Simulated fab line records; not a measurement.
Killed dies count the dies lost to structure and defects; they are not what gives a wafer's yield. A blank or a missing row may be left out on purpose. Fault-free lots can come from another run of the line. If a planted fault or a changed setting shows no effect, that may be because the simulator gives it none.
fab line records    flow sky130
record lots=7  wafers=21  last_day=49
route steps=708 shown LDD_HVN@272 LDD_HVP@278
lots untouched by any fault: they come from a run of this same line in which no faults occurred
start_h: hours from the record's first day to the start of the lot's first wafer shown    wait_h: hours from the lot's prior step to this one    " identical to the entry in the row above    L1.1+2: one row covering several wafers at once    - no value, or no start was given    * or withheld: withheld    < > ~ a bound
route shown NAME@n: a module of which the file shows steps, and the number in the route of the first    usual: mean and standard deviation over wafers with no fault    same: alike in all rows    chamber/n: place in a boat    sites: per-site readings    _std_site: the standard deviation of these    _edge_site: outer sites' mean less inner sites'    radius_mm: how far each site lies from the wafer's centre    mask NAME#n: copy n    behind: the most recent tool/chamber to have shaped the wafer    hold: cause of the lot's hold/its duration in hours/its outcome    device: transistor that didn't switch, given as n, p or np    end of line: the route-end tests of the same wafers    where a step has no rows: the recipe by itself    killed: not the wafer's yield, but the dies lost to structure and defects at the first sort    map: the dies of a wafer, with x for killed, . for not killed, _ for no die there
set.NAME: the setting the step ran with; set.NAME@STEP: the setting that earlier step ran with    model.NAME: the simulator's own value behind a step, which no gauge read
certain route steps with their lots: each step a table, each wafer a row
services: when a tool's chamber went out of use (start_h, in hours from the record's first day, below 0 if earlier), for how many hours, and the reason
## steps
# step SKY_LDD_HVN_PEB_05
# recipe temp_c=withheld  time_s=*  resist=NOVOLAK
# step SKY_LDD_HVN_DEVELOP_06
# recipe resist=NOVOLAK  developer=TMAH  develop_time_s=60  dev_temp_c=23
# step SKY_LDD_HVN_OVL_MEAS_07
# usual LDD_HVN_OVL=0.0/1.3
lot.wafer  tool        chamber  start_h  wait_h  LDD_HVN_OVL[nm]
L650.1     overlay-02  -        477.91   0.1     -1.1
L650.2     "           -        "        "       -0.6
L650.3     "           -        "        "       0.9
L653.2     overlay-02  -        510.77   0.1     2.5
L653.3     "           -        "        "       0.2
L653.5     "           -        "        "       0.0
L654.2     overlay-01  -        524.74   0.1     -1.0
L654.4     "           -        "        "       0.5
L654.6     "           -        "        "       0.4
L655.4     overlay-01  -        530.85   0.1     1.4
L655.5     "           -        "        "       0.6
L655.6     "           -        "        "       -0.4
L658.2     overlay-02  -        557.60   0.1     -1.9
L658.5     "           -        "        "       -0.6
L658.6     "           -        "        "       -1.9
L662.1     overlay-02  -        585.01   0.1     -2.7
L662.2     "           -        "        "       -1.3
L662.4     "           -        "        "       -1.2
L666.2     overlay-02  -        622.15   0.1     0.0
L666.3     "           -        "        "       -1.9
L666.4     "           -        "        "       -0.2
# step SKY_LDD_HVN_IMPLANT_08
# recipe species=P  energy_kev=60  dose_cm2=3e+13  tilt_deg=40
# step SKY_LDD_HVN_STRIP_09
# recipe chemistry=O2/N2  power_w=1400  pressure_mtorr=1500  platen_temp_c=withheld  o2_flow_sccm=3000  n2_flow_sccm=300  overash_fraction=0.5
# usual drypump_motor_current_A=6.1/0.64  oes_product_au=0.408/0.0049  strip_time_to_endpoint_s=4.140/0.013
lot.wafer  tool             chamber  start_h  wait_h  drypump_motor_current_A  oes_product_au  rf_hours_counter_h  strip_time_to_endpoint_s
L650.1     plasma_asher-03  1        478.10   0.1     6.7                      0.409           78                  4.140
L650.2     "                0        "        "       6.5                      0.411           78                  4.125
L650.3     "                0        "        "       6.4                      0.408           -                   4.135
L653.2     plasma_asher-04  0        510.95   0.1     6.4                      0.397           38                  4.138
L653.3     "                1        "        "       4.7                      0.414           -                   4.122
L653.5     "                0        "        "       6.3                      0.405           -                   4.116
L654.2     plasma_asher-03  1        524.92   0.1     6.7                      0.405           83                  4.135
L654.4     "                1        "        "       6.7                      0.409           -                   4.133
L654.6     "                1        "        "       6.7                      0.411           -                   4.147
L655.4     plasma_asher-03  0        531.05   0.1     6.4                      0.409           -                   4.140
L655.5     "                0        "        "       6.5                      0.413           -                   4.157
L655.6     "                1        "        "       6.7                      0.412           -                   4.134
L658.2     plasma_asher-04  0        557.78   0.1     6.4                      0.407           42                  4.152
L658.5     "                1        "        "       4.8                      0.407           -                   4.136
L658.6     "                0        "        "       6.3                      0.421           -                   4.135
L662.1     plasma_asher-03  0        585.20   0.1     6.5                      0.413           89                  4.126
L662.2     "                1        "        "       6.7                      0.405           89                  4.147
L662.4     "                1        "        "       6.7                      0.410           -                   4.154
L666.2     plasma_asher-04  0        622.33   0.1     6.3                      0.403           48                  4.150
L666.3     "                1        "        "       4.7                      0.405           -                   4.125
L666.4     "                0        "        "       6.3                      0.404           -                   4.131
# step SKY_LDD_HVN_TW_MEAS_10
# usual LDD_HVN_TW=1439/13
lot.wafer  tool           chamber  start_h  wait_h  LDD_HVN_TW
L650.1     film_metro-04  -        478.20   0.1     1443
L650.2     "              -        "        "       1444
L650.3     "              -        "        "       1436
L653.2     film_metro-03  -        511.06   0.1     1423
L653.3     "              -        "        "       1422
L653.5     "              -        "        "       1416
L654.2     film_metro-04  -        525.03   0.1     1439
L654.4     "              -        "        "       1448
L654.6     "              -        "        "       1440
L655.4     film_metro-04  -        531.15   0.1     1441
L655.5     "              -        "        "       1438
L655.6     "              -        "        "       1448
L658.2     film_metro-03  -        557.89   0.1     1421
L658.5     "              -        "        "       1428
L658.6     "              -        "        "       1422
L662.1     film_metro-01  -        585.30   0.1     1461
L662.2     "              -        "        "       1459
L662.4     "              -        "        "       1469
L666.2     film_metro-04  -        622.44   0.1     1437
L666.3     "              -        "        "       1444
L666.4     "              -        "        "       1444
# step SKY_LDD_HVP_DEHYDRATE_00
# recipe temp_c=200  time_s=60
# step SKY_LDD_HVP_HMDS_01
# recipe prime_time_s=60  prime_temp_c=120
# step SKY_LDD_HVP_COAT_02
# recipe resist=NOVOLAK  spin_rpm=3000  resist_thk_nm=300
# step SKY_LDD_HVP_SOFTBAKE_03
# recipe temp_c=90  time_s=60  resist=NOVOLAK
# step SKY_LDD_HVP_EXPOSE_04
# recipe mask_id=HVPTM  na=0.6  source_shape=conventional  sigma_outer=0.6  polarization=unpolarized  target_cd_nm=700  dose_mj=86
# step SKY_LDD_HVP_PEB_05
# recipe temp_c=withheld  time_s=*  resist=NOVOLAK
# step SKY_LDD_HVP_DEVELOP_06
# recipe resist=NOVOLAK  developer=TMAH  develop_time_s=60  dev_temp_c=23
# usual chill_plate_temp_C=23.00/0.097  develop_time_s=60/0
lot.wafer  tool            chamber  start_h  wait_h  chill_plate_temp_C  develop_time_s
L650.1     litho_track-03  0        508.67   0.1     23.02               60
L650.2     "               0        "        "       23.07               60
L650.3     "               0        "        "       23.03               60
L653.2     litho_track-04  -        541.58   0.1     -                   -
L653.3     "               -        "        "       -                   -
L653.5     "               -        "        "       -                   -
L654.2     litho_track-01  -        554.82   0.1     -                   -
L654.4     "               -        "        "       -                   -
L654.6     "               -        "        "       -                   -
L655.4     litho_track-03  -        561.10   0.1     -                   -
L655.5     "               -        "        "       -                   -
L655.6     "               -        "        "       -                   -
L658.2     litho_track-01  0        587.77   0.1     22.87               60
L658.5     "               0        "        "       23.01               60
L658.6     "               0        "        "       23.04               60
L662.1     litho_track-04  0        614.81   0.1     22.90               60
L662.2     "               0        "        "       22.94               60
L662.4     "               0        "        "       22.90               60
L666.2     litho_track-01  0        651.56   0.1     22.79               60
L666.3     "               0        "        "       22.89               60
L666.4     "               0        "        "       23.08               60
# step SKY_LDD_HVP_OVL_MEAS_07
# usual LDD_HVP_OVL=0.1/1.2
lot.wafer  tool        chamber  start_h  wait_h  LDD_HVP_OVL[nm]
L650.1     overlay-01  -        508.82   0.1     -2.3
L650.2     "           -        "        "       -0.3
L650.3     "           -        "        "       -1.0
L653.2     overlay-02  -        541.72   0.1     -
L653.3     "           -        "        "       -
L653.5     "           -        "        "       -
L654.2     overlay-02  -        554.95   0.1     -
L654.4     "           -        "        "       -
L654.6     "           -        "        "       -
L655.4     overlay-01  -        561.19   0.1     -
L655.5     "           -        "        "       -
L655.6     "           -        "        "       -
L658.2     overlay-02  -        587.90   0.1     -0.2
L658.5     "           -        "        "       -0.7
L658.6     "           -        "        "       1.3
L662.1     overlay-02  -        614.96   0.1     1.0
L662.2     "           -        "        "       -0.5
L662.4     "           -        "        "       -0.2
L666.2     overlay-02  -        651.70   0.1     -0.8
L666.3     "           -        "        "       -0.8
L666.4     "           -        "        "       0.2
## services
tool             chamber  start_h  hours  kind
plasma_asher-04  -        479.68   7.1    repair
plasma_asher-04  -        565.34   2.8    pm
## key
first_sign step=SKY_LDD_HVP_DEVELOP_06  reading=tool_record  direction=missing
effect none on later readings
met_at SKY_LDD_HVP_DEVELOP_06
struck_wafers L653.2,L653.3,L653.5,L654.2,L654.4,L654.6,L655.4,L655.5,L655.6
sort_left_out L653.2,L653.3,L653.5,L654.2,L654.4,L654.6,L655.4,L655.5,L655.6
tester_left_out L653,L654,L655
onset_between 508.67 541.58
fault kind=skipped_step_whole  tool=litho_track-01,litho_track-03,litho_track-04  chamber=-  onset_h=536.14  steps=SKY_LDD_HVP_DEVELOP_06  scope=struck_lots_only
# tester_left_out: of these lots the tester's yield and bins aren't shown, on N5 and GAA mostly nor the transistor test; their killed dies are dies lost to structure and defects alone, not to doping, threshold or leakage, so they don't give the yield
# sort_left_out: the simulated sort isn't trusted on such a fault, so these wafers' sort isn't shown, and their yield isn't known
